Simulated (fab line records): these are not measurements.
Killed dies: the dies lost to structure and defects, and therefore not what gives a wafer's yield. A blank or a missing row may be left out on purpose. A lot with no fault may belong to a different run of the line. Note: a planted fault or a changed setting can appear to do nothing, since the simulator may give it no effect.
Which tool was responsible? | flow sky130 | Sampling: 24 lots, 72 wafers, 6 of 708 route steps

WHAT THE GAUGES SHOWED, per wafer
SKY_LI_CONTACT_THK_MEAS_23: measures by xrf. Usual: LI_CONTACT_W_THK gives 394 nm (standard deviation 3.8).
lot  | measured     | on            | LI_CONTACT_W_THK (nm) | flag
L074 | day 28 21:27 | film_metro-02 | 391 396 391           |
L075 | day 29 06:18 | film_metro-04 | 394 392 396           |
L076 | day 30 23:41 | film_metro-04 | 391 394 396           |
L078 | day 31 04:09 | film_metro-02 | 398 398 397           |
L077 | day 31 04:33 | film_metro-04 | 395 394 397           |
L080 | day 31 12:34 | film_metro-03 | 395 395 393           |
L079 | day 31 13:51 | film_metro-03 | 391 398 394           |
L082 | day 31 22:01 | film_metro-02 | 398 394 400           |
L081 | day 31 22:16 | film_metro-02 | 400 394 396           |
L084 | day 32 06:00 | film_metro-02 | 391 389 396           |
L083 | day 32 11:45 | film_metro-04 | 395 392 391           |
L085 | day 32 15:39 | film_metro-02 | 398 399 395           |
L086 | day 32 20:04 | film_metro-04 | 396 393 397           |
L087 | day 33 08:07 | film_metro-02 | 398 397 394           |
L088 | day 33 08:39 | film_metro-04 | 393 394 389           |
L089 | day 33 19:46 | film_metro-02 | 400 397 394           |
L090 | day 34 06:07 | film_metro-02 | 403 392 396           |
L091 | day 34 10:11 | film_metro-02 | 393 400 399           |
L092 | day 35 00:01 | film_metro-03 | 392 385 394           |
L093 | day 35 08:07 | film_metro-02 | 389 395 391           |
L094 | day 35 10:20 | film_metro-02 | 399 396 401           |
L095 | day 35 15:26 | film_metro-02 | 391 395 392           |
L096 | day 36 05:29 | film_metro-03 | 387 384 386           |
L097 | day 36 06:07 | film_metro-04 | 392 394 395           |

SKY_LOCAL_INTERCONNECT_RS_MEAS_01: measurement is done with a four-point probe. Usual: LOCAL_INTERCONNECT_TIN_RS gives 14.18 ohm/sq (standard deviation 0.17).
lot  | measured     | on            | LOCAL_INTERCONNECT_TIN_RS (ohm/sq) | flag
L074 | day 28 21:53 | film_metro-01 | 13.92 13.93 14.04                  |
L075 | day 29 06:43 | film_metro-03 | 13.93 13.91 13.92                  |
L076 | day 31 00:06 | film_metro-01 | 13.92 13.85 13.74                  |
L078 | day 31 04:35 | film_metro-02 | 14.10 14.23 14.24                  |
L077 | day 31 05:05 | film_metro-01 | 14.25 14.30 14.15                  |
L080 | day 31 13:01 | film_metro-01 | 14.08 14.22 14.21                  |
L079 | day 31 14:17 | film_metro-02 | 14.10 14.20 14.11                  |
L082 | day 31 22:26 | film_metro-01 | 14.31 14.21 14.34                  |
L081 | day 31 22:43 | film_metro-03 | 14.21 14.18 14.22                  |
L084 | day 32 06:26 | film_metro-03 | 14.27 14.15 14.09                  |
L083 | day 32 12:10 | film_metro-02 | 14.26 14.54 14.27                  |
L085 | day 32 16:05 | film_metro-01 | 14.47 14.45 14.41                  |
L086 | day 32 20:32 | film_metro-02 | 14.21 14.19 14.21                  |
L087 | day 33 08:32 | film_metro-02 | 14.19 14.06 14.02                  |
L088 | day 33 09:05 | film_metro-03 | 14.17 14.46 14.31                  |
L089 | day 33 20:13 | film_metro-02 | 14.56 14.24 14.54                  |
L090 | day 34 06:33 | film_metro-03 | 14.02 14.07 14.14                  |
L091 | day 34 10:37 | film_metro-02 | 14.14 14.11 14.15                  |
L092 | day 35 00:26 | film_metro-01 | 14.25 13.93 14.09                  |
L093 | day 35 08:32 | film_metro-03 | 14.20 14.03 14.09                  |
L094 | day 35 10:45 | film_metro-02 | 14.15 14.03 14.07                  |
L095 | day 35 15:51 | film_metro-03 | 14.40 14.44 14.39                  |
L096 | day 36 05:56 | film_metro-01 | 14.13 14.04 13.91                  |
L097 | day 36 06:32 | film_metro-03 | 14.27 14.21 14.27                  |

SKY_CONTACT_THK_MEAS_01. Usual: CONTACT_CVD_00_THK gives 74.9 nm (standard deviation 1).
lot  | measured     | on            | CONTACT_CVD_00_THK (nm) | flag
L074 | day 30 02:41 | film_metro-01 | 75.2 75.8 75.4          |
L075 | day 30 11:40 | film_metro-01 | 73.8 75.3 75.7          |
L076 | day 32 05:13 | film_metro-01 | 74.4 74.6 74.2          |
L078 | day 32 07:18 | film_metro-04 | 74.6 74.8 75.2          |
L077 | day 32 08:50 | film_metro-03 | 73.5 75.2 74.7          |
L080 | day 32 16:51 | film_metro-03 | 74.1 74.1 74.3          |
L079 | day 32 18:02 | film_metro-04 | 75.8 76.3 76.8          |
L082 | day 33 01:44 | film_metro-03 | 74.9 75.0 75.6          |
L081 | day 33 02:41 | film_metro-01 | 73.3 74.8 74.9          |
L084 | day 33 10:04 | film_metro-04 | 73.7 75.3 74.6          |
L083 | day 33 15:28 | film_metro-01 | 74.0 73.8 75.1          |
L085 | day 33 19:19 | film_metro-03 | 74.0 75.6 75.0          |
L086 | day 34 00:40 | film_metro-03 | 74.6 75.0 76.3          |
L087 | day 34 13:08 | film_metro-03 | 74.4 73.9 74.5          |
L088 | day 34 13:52 | film_metro-04 | 74.4 73.7 74.5          |
L089 | day 35 00:17 | film_metro-04 | 73.7 74.7 75.2          |
L090 | day 35 10:06 | film_metro-03 | 73.8 76.0 76.2          |
L091 | day 35 14:47 | film_metro-01 | 76.0 75.3 75.6          |
L092 | day 36 03:16 | film_metro-04 | 75.0 77.3 75.1          |
L093 | day 36 11:15 | film_metro-01 | 73.8 74.2 74.2          |
L094 | day 36 13:35 | film_metro-01 | 75.7 73.8 77.3          |
L095 | day 36 18:20 | film_metro-04 | 73.2 74.2 73.5          |
L096 | day 37 08:47 | film_metro-01 | 75.0 75.9 75.1          |
L097 | day 37 09:28 | film_metro-01 | 73.6 74.4 75.5          |

SKY_CONTACT_CD_MEAS_14: the cd target is 170 nm. Usual: 170.1 nm for cd_nm, sd 1.3.
lot  | measured     | on        | cd_nm (nm)        | flag
L074 | day 31 07:04 | cd_sem-02 | 170.1 168.3 171.2 |
L075 | day 31 16:24 | cd_sem-02 | 173.3 171.2 171.1 |
L076 | day 33 08:33 | cd_sem-02 | 171.8 171.1 171.4 |
L078 | day 33 10:18 | cd_sem-01 | 171.2 169.9 171.7 |
L077 | day 33 11:57 | cd_sem-01 | 167.7 169.3 169.8 |
L080 | day 33 20:10 | cd_sem-01 | 170.8 169.9 170.6 |
L079 | day 33 22:22 | cd_sem-01 | 169.7 169.7 170.9 |
L082 | day 34 04:49 | cd_sem-02 | 170.9 169.4 170.6 |
L081 | day 34 06:40 | cd_sem-02 | 170.3 170.2 170.3 |
L084 | day 34 13:15 | cd_sem-02 | 171.1 171.3 170.8 |
L083 | day 34 19:24 | cd_sem-01 | 168.8 168.2 169.1 |
L085 | day 34 22:56 | cd_sem-02 | 167.5 168.2 169.4 |
L086 | day 35 03:18 | cd_sem-01 | 171.6 171.8 171.9 |
L087 | day 35 15:10 | cd_sem-02 | 170.1 172.1 171.8 |
L088 | day 35 15:59 | cd_sem-02 | 167.7 168.3 169.1 |
L089 | day 36 02:32 | cd_sem-02 | 170.4 170.8 168.4 |
L090 | day 36 12:37 | cd_sem-02 | 173.1 170.4 170.8 |
L091 | day 36 16:55 | cd_sem-02 | 170.5 170.6 168.7 |
L092 | day 37 05:52 | cd_sem-01 | 169.8 169.6 170.4 |
L093 | day 37 13:21 | cd_sem-02 | 168.7 168.7 169.5 |
L094 | day 37 16:43 | cd_sem-01 | 172.5 173.0 171.6 |
L095 | day 37 21:27 | cd_sem-02 | 169.2 170.0 168.9 |
L096 | day 38 11:59 | cd_sem-01 | 168.1 167.8 168.6 |
L097 | day 38 12:33 | cd_sem-02 | 171.4 169.9 171.6 |

SKY_CONTACT_THK_MEAS_26: measures by xrf. Usual: CONTACT_W_THK gives 336 nm (standard deviation 4.8).
lot  | measured     | on            | CONTACT_W_THK (nm) | flag
L074 | day 31 08:17 | film_metro-03 | 339 339 326        |
L075 | day 31 17:40 | film_metro-01 | 345 342 345        |
L076 | day 33 10:14 | film_metro-03 | 332 325 328        |
L078 | day 33 11:59 | film_metro-01 | 339 339 341        |
L077 | day 33 13:11 | film_metro-04 | 333 335 334        |
L080 | day 33 21:20 | film_metro-04 | 334 338 334        |
L079 | day 33 23:31 | film_metro-01 | 337 334 335        |
L082 | day 34 06:01 | film_metro-01 | 342 342 337        |
L081 | day 34 07:49 | film_metro-01 | 341 337 337        |
L084 | day 34 14:28 | film_metro-01 | 340 339 340        |
L083 | day 34 20:36 | film_metro-01 | 338 328 341        |
L085 | day 35 00:05 | film_metro-01 | 327 327 332        |
L086 | day 35 04:29 | film_metro-03 | 334 332 335        |
L087 | day 35 16:20 | film_metro-03 | 337 338 333        |
L088 | day 35 17:10 | film_metro-04 | 337 345 338        |
L089 | day 36 03:43 | film_metro-04 | 334 335 330        |
L090 | day 36 13:47 | film_metro-03 | 333 328 341        |
L091 | day 36 18:04 | film_metro-03 | 324 336 325        |
L092 | day 37 07:02 | film_metro-04 | 338 334 332        |
L093 | day 37 14:31 | film_metro-01 | 341 342 343        |
L094 | day 37 17:54 | film_metro-04 | 341 336 332        |
L095 | day 37 22:37 | film_metro-03 | 345 343 339        |
L096 | day 38 13:11 | film_metro-03 | 332 331 338        |
L097 | day 38 13:47 | film_metro-03 | 338 335 342        |

EACH LOT AND THE TOOL THAT RAN IT (in order: tool; ch and the chambers of the sampled wafers; start)
lot  | SKY_CONTACT_CVD_24
L074 | cvd_w-01 ch 0,1, day 31 08:04
L075 | cvd_w-01 ch 1, day 31 17:26
L076 | cvd_w-02 ch 0,1, day 33 10:00
L078 | cvd_w-01 ch 1, day 33 11:45
L077 | cvd_w-02 ch 0,1, day 33 12:58
L080 | cvd_w-01 ch 0,1, day 33 21:06
L079 | cvd_w-02 ch 0,1, day 33 23:18
L082 | cvd_w-02 ch 0,1, day 34 05:46
L081 | cvd_w-02 ch 0,1, day 34 07:36
L084 | cvd_w-02 ch 0,1, day 34 14:14
L083 | cvd_w-01 ch 0,1, day 34 20:22
L085 | cvd_w-01 ch 0,1, day 34 23:53
L086 | cvd_w-01 ch 0,1, day 35 04:15
L087 | cvd_w-02 ch 0,1, day 35 16:05
L088 | cvd_w-02 ch 0,1, day 35 16:56
L089 | cvd_w-01 ch 0,1, day 36 03:28
L090 | cvd_w-01 ch 0,1, day 36 13:32
L091 | cvd_w-01 ch 0,1, day 36 17:51
L092 | cvd_w-02 ch 0,1, day 37 06:47
L093 | cvd_w-02 ch 0,1, day 37 14:17
L094 | cvd_w-02 ch 0,1, day 37 17:40
L095 | cvd_w-02 ch 0,1, day 37 22:23
L096 | cvd_w-02 ch 0,1, day 38 12:59
L097 | cvd_w-01 ch 0,1, day 38 13:33
- SKY_CONTACT_CVD_24: deposits W, target thk 340 nm, time 102.12 s.

WHAT THE TOOLS THEMSELVES READ (means of the sampled wafers that have a number; where no wafer has one, the mark that the record gives instead)
SKY_CONTACT_CVD_24. Usual: 926 W for heater_power_w, sd 64.
lot  | tool     | heater_power_w (W) | flag
L074 | cvd_w-01 | 892                |
L075 | cvd_w-01 | 864                |
L076 | cvd_w-02 | 978                |
L078 | cvd_w-01 | 879                |
L077 | cvd_w-02 | 952                |
L080 | cvd_w-01 | 905                |
L079 | cvd_w-02 | 976                |
L082 | cvd_w-02 | 915                |
L081 | cvd_w-02 | 981                |
L084 | cvd_w-02 | 962                |
L083 | cvd_w-01 | 889                |
L085 | cvd_w-01 | 909                |
L086 | cvd_w-01 | 887                |
L087 | cvd_w-02 | 910                |
L088 | cvd_w-02 | 910                |
L089 | cvd_w-01 | 925                |
L090 | cvd_w-01 | 900                |
L091 | cvd_w-01 | 913                |
L092 | cvd_w-02 | 922                |
L093 | cvd_w-02 | 935                |
L094 | cvd_w-02 | 960                |
L095 | cvd_w-02 | 978                |
L096 | cvd_w-02 | 969                |
L097 | cvd_w-01 | 893                |

THE ANSWER, worked out from the rows above alone
Rule: a lot counts as off when the mean over its wafers that have a number is more than 3 standard deviations away from the usual mean. A lot without any number at a reading at which 4 lots or more have one is off too. All remaining lots with rows at the step are treated as sound. First the gauges in route order, then the tools' own readings, where a lot's mean is used as printed above. At the first step where some lot is off, the reading lying furthest off is the one used; lots without a number count as furthest.
Nothing can be told from this: no lot is off at any reading shown.

WHAT THE SIMULATOR PUT IN
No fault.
